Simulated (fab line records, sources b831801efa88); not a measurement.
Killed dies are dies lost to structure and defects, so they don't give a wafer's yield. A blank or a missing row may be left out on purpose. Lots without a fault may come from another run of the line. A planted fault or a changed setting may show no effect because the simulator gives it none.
fab line records | flow sky130 | part 2 of 2: steps 24 to 31 of 31
record lots=5 wafers=15 last_day=50
route steps=708 shown CONTACT@425 METAL1@434
lots that met no fault: from a run of the same line without faults
start_h: hours from the record's first day to the start of the lot's first wafer shown | wait_h: hours since the lot's step before | " the same as in the row above | L1.1+2: a row that stands for several wafers | - no value, or no start given | * or withheld: withheld | < > ~ a bound
route shown NAME@n: a module of which the file shows steps, and the number in the route of the first | usual: mean/standard deviation of fault-free wafers | same: alike in all rows | chamber/n: place in a boat | sites: the reading at each site | _std_site: their standard deviation | _edge_site: outer sites' mean less inner sites' | radius_mm: how far each site lies from the wafer's centre | mask NAME#n: copy n | behind: the tool/chamber that last shaped the wafer | hold: why the lot was held/for how many hours/how that ended | device: the transistor (n, p or np) that didn't switch | end of line: the same wafers' tests at the end of the route | a step without rows: its recipe alone | killed: dies lost to structure and defects at the first sort, not the wafer's yield | map: a wafer's dies, x killed, . not, _ none there
set.NAME: the setting as run; set.NAME@STEP: as run at that earlier step | model.NAME: the simulator's own value behind a step, which no gauge read
lots at some steps of the route; a table a step, a row a wafer
services: from which hour (start_h, from the record's first day; less than 0 if before it) a tool's chamber was out of use, for how many hours, and why
## steps
# step SKY_METAL1_DEVELOP_14
# recipe develop_time_s=60 resist=KrF-thick dev_temp_c=21
# usual exhaust_pa=44.8/0.79
# columns lot.wafer tool chamber start_h wait_h exhaust_pa
L075.1 litho_track-03 0 - - 44.4
L075.4 " 0 " " 44.9
L075.5 " 0 " " 45.9
L087.1 litho_track-02 0 - - 46.2
L087.5 " 0 " " 45.0
L087.6 " 0 " " 44.6
L090.3 litho_track-03 0 - - 44.6
L090.4 " 0 " " 44.8
L090.5 " 0 " " 44.9
L091.2 litho_track-04 0 - - 45.1
L091.4 " 0 " " 45.2
L091.5 " 0 " " 45.3
L095.2 litho_track-04 0 - - 44.8
L095.5 " 0 " " 44.6
L095.6 " 0 " " 44.9
# step SKY_METAL1_CD_MEAS_15
# recipe target_cd_nm=140
# usual cd_nm=140.2/1.4
# columns lot.wafer tool chamber start_h wait_h cd_nm
L075.1 cd_sem-02 - 783.12 - 138.5
L075.4 " - " " 139.8
L075.5 " - " " 138.4
L087.1 cd_sem-01 - 873.65 - 142.2
L087.5 " - " " 141.2
L087.6 " - " " 141.0
L090.3 cd_sem-02 - 891.01 - 142.9
L090.4 " - " " 140.7
L090.5 " - " " 142.5
L091.2 cd_sem-02 - 901.64 - 140.3
L091.4 " - " " 141.5
L091.5 " - " " 141.0
L095.2 cd_sem-01 - 921.49 - 140.7
L095.5 " - " " 143.5
L095.6 " - " " 141.1
# step SKY_METAL1_OVL_MEAS_16
# usual METAL1_OVL=0/6.2
# columns lot.wafer tool chamber start_h wait_h METAL1_OVL[nm]
L075.1 overlay-02 - 783.24 0.1 -8
L075.4 " - " " -3
L075.5 " - " " -1
L087.1 overlay-01 - 873.77 0.1 1
L087.5 " - " " 5
L087.6 " - " " -4
L090.3 overlay-01 - 891.11 0.1 10
L090.4 " - " " 3
L090.5 " - " " 7
L091.2 overlay-01 - 901.75 0.1 -1
L091.4 " - " " -1
L091.5 " - " " -10
L095.2 overlay-02 - 921.60 0.1 -6
L095.5 " - " " 0
L095.6 " - " " -4
# step SKY_METAL1_DESCUM_17
# recipe chemistry=O2 source_power_w=150 bias_power_w=0 pressure_mtorr=10 temp_c=40 time_s=8
# usual drypump_motor_current_A=5.3/0.35 oes_product_au=1.003/0.0082
# same bias_power_w=0
# columns lot.wafer tool chamber start_h wait_h drypump_motor_current_A oes_product_au rf_hours_counter_h
L075.1 rie_metal-01 0 783.28 0.0 5.3 1.000 6
L075.4 " 1 " " 4.8 0.991 -
L075.5 " 0 " " 5.3 0.995 -
L087.1 rie_metal-04 0 873.81 0.0 5.2 1.001 4
L087.5 " 1 " " 5.3 0.995 -
L087.6 " 0 " " 5.3 1.013 -
L090.3 rie_metal-01 0 891.15 0.0 5.4 1.005 -
L090.4 " 0 " " 5.3 1.009 -
L090.5 " 0 " " 5.3 1.008 -
L091.2 rie_metal-04 1 901.78 0.0 5.3 1.006 7
L091.4 " 0 " " 5.3 1.021 -
L091.5 " 0 " " 5.3 1.014 -
L095.2 rie_metal-04 1 921.63 0.0 5.3 1.006 8
L095.5 " 0 " " 5.3 1.008 -
L095.6 " 1 " " 5.3 1.004 -
# step SKY_METAL1_ETCH_18
# recipe chemistry=N2/H2 target=BARC ion_energy_ev=200 bias_w=100 pressure_mtorr=30 n2_flow_sccm=100 h2_flow_sccm=200 icp_w=500 stop_on=SiO2 time_s=45.9 target_depth_a=600
# usual bias_w=100.01/0.27 drypump_motor_current_A=5.3/0.35 oes_product_au=0.855/0.0052 throttle_valve_pct=13.225/0.0093
# columns lot.wafer tool chamber start_h wait_h bias_w drypump_motor_current_A oes_product_au rf_hours_counter_h throttle_valve_pct
L075.1 rie_metal-01 0 783.31 0.0 99.91 5.3 0.848 6 13.225
L075.4 " 1 " " 100.06 4.8 0.862 - 13.214
L075.5 " 0 " " 99.60 5.3 0.854 - 13.231
L087.1 rie_metal-04 0 873.84 0.0 100.25 5.3 0.857 4 13.251
L087.5 " 1 " " 99.52 5.3 0.862 - 13.217
L087.6 " 0 " " 99.98 5.2 0.859 - 13.247
L090.3 rie_metal-01 0 891.23 0.1 99.92 5.3 0.854 - 13.225
L090.4 " 0 " " 99.80 5.3 0.855 - 13.201
L090.5 " 0 " " 100.20 5.3 0.856 - 13.222
L091.2 rie_metal-04 1 901.81 0.0 99.95 5.4 0.855 7 13.230
L091.4 " 0 " " 100.14 5.3 0.857 - 13.228
L091.5 " 0 " " 100.10 5.3 0.858 - 13.211
L095.2 rie_metal-04 1 921.66 0.0 100.57 5.3 0.853 8 13.236
L095.5 " 0 " " 99.71 5.3 0.856 - 13.214
L095.6 " 1 " " 100.20 5.3 0.854 - 13.213
# step SKY_METAL1_METAL_ETCH_19
# recipe target_depth_a=3600 stop_on=SiO2 over_etch_frac=0.3 time_s=78 chemistry=Cl2/BCl3 resist_sidewall_deg=88 pressure_mtorr=10 icp_w=900 bias_w=48.5 Cl2_flow_sccm=60 bcl3_flow_sccm=30
# usual bias_w=48.49/0.14 drypump_motor_current_A=5.3/0.34 oes_product_au=0.855/0.006 throttle_valve_pct=22.264/0.0095
# columns lot.wafer tool chamber start_h wait_h bias_w drypump_motor_current_A oes_product_au rf_hours_counter_h throttle_valve_pct
L075.1 rie_metal-01 0 783.37 0.0 48.37 5.3 0.859 6 22.249
L075.4 " 1 " " 48.37 4.8 0.852 - 22.261
L075.5 " 0 " " 48.27 5.3 0.860 - 22.261
L087.1 rie_metal-04 0 873.90 0.0 48.61 5.3 0.848 4 22.277
L087.5 " 1 " " 48.31 5.3 0.864 - 22.258
L087.6 " 0 " " 48.53 5.3 0.865 - 22.261
L090.3 rie_metal-01 0 891.38 0.1 48.54 5.3 0.849 - 22.264
L090.4 " 0 " " 48.52 5.3 0.854 - 22.255
L090.5 " 0 " " 48.52 5.3 0.847 - 22.258
L091.2 rie_metal-04 1 901.88 0.0 48.52 5.3 0.855 7 22.255
L091.4 " 0 " " 48.32 5.3 0.855 - 22.261
L091.5 " 0 " " 48.54 5.2 0.865 - 22.273
L095.2 rie_metal-04 1 921.73 0.0 48.48 5.3 0.856 8 22.265
L095.5 " 0 " " 48.64 5.3 0.853 - 22.266
L095.6 " 1 " " 48.55 5.3 0.855 - 22.258
# step SKY_METAL1_STRIP_20
# recipe chemistry=O2/N2 power_w=1400 pressure_mtorr=1500 platen_temp_c=withheld o2_flow_sccm=3000 n2_flow_sccm=300 overash_fraction=0.5
# usual drypump_motor_current_A=5.9/0.48 o2_flow_sccm=2999/8.9 oes_product_au=0.342/0.0048 strip_time_to_endpoint_s=2.68/0.039
# columns lot.wafer tool chamber start_h wait_h drypump_motor_current_A o2_flow_sccm oes_product_au rf_hours_counter_h strip_time_to_endpoint_s
L075.1 plasma_asher-03 1 783.46 0.1 6.2 2993 0.340 35 2.67
L075.4 " 0 " " 5.9 2990 0.343 - 2.72
L075.5 " 0 " " 5.9 2982 0.341 - 2.66
L087.1 plasma_asher-01 0 873.99 0.1 6.6 2983 0.345 76 2.66
L087.5 " 1 " " 5.8 3009 0.332 - 2.66
L087.6 " 0 " " 6.6 2988 0.342 - 2.62
L090.3 plasma_asher-01 1 891.53 0.1 5.8 3006 0.344 - 2.73
L090.4 " 0 " " 6.6 2993 0.340 - 2.69
L090.5 " 0 " " 6.6 2995 0.349 - 2.71
L091.2 plasma_asher-03 1 901.97 0.1 6.2 3015 0.333 47 2.73
L091.4 " 1 " " 6.2 3006 0.348 - 2.70
L091.5 " 0 " " 6.0 2992 0.340 - 2.70
L095.2 plasma_asher-03 0 921.82 0.1 5.9 3009 0.345 50 2.66
L095.5 " 1 " " 6.2 2994 0.341 - 2.64
L095.6 " 0 " " 6.0 2992 0.335 - 2.69
# step SKY_METAL1_STRIP_21
# recipe chemistry=post_etch_residue_remover time_s=1200 temp_c=72.5
# usual bath_guard_temp_C=72.6/0.55
# columns lot.wafer tool chamber start_h wait_h bath_guard_temp_C
L075.1 wet_bench-03 0 783.56 0.1 72.9
L075.4 " 0 " " 73.0
L075.5 " 0 " " 73.1
L087.1 wet_bench-03 0 874.09 0.1 72.7
L087.5 " 0 " " 72.9
L087.6 " 0 " " 73.0
L090.3 wet_bench-02 0 891.60 0.0 73.0
L090.4 " 0 " " 72.8
L090.5 " 0 " " 73.2
L091.2 wet_bench-02 2 902.07 0.1 73.1
L091.4 " 2 " " 73.0
L091.5 " 2 " " 73.4
L095.2 wet_bench-01 3 921.92 0.1 72.4
L095.5 " 3 " " 72.5
L095.6 " 3 " " 72.6
## services
# columns tool chamber start_h hours kind
plasma_asher-04 - 733.75 9.0 pm
krf_scanner-02 - 734.01 0.8 pm
pvd_sputter-03 - 739.55 0.7 repair
plasma_asher-02 - 743.28 0.5 repair
cmp-01 - 744.00 4.0 pm
krf_scanner-02 - 752.93 1.0 pm
pvd_sputter-02 - 760.02 3.3 repair
krf_scanner-02 - 764.98 1.3 pm
cmp-01 - 778.38 4.2 repair
cvd_w-02 - 781.59 0.7 repair
wet_bench-03 - 788.71 1.2 repair
krf_scanner-02 - 790.70 0.2 repair
pvd_sputter-02 - 794.62 0.8 repair
pvd_sputter-01 - 797.49 3.7 repair
pvd_sputter-03 - 806.48 2.3 repair
cmp-01 - 815.94 5.0 pm
wet_bench-01 - 836.43 3.7 repair
rie_metal-01 0 840.21 6.9 repair
cmp-01 - 841.28 1.0 repair
pvd_sputter-01 - 850.02 2.4 repair
rie_metal-01 - 862.55 14.6 pm
plasma_asher-02 - 874.67 2.9 repair
wet_bench-04 - 878.22 2.0 repair
krf_scanner-02 - 904.20 0.8 pm
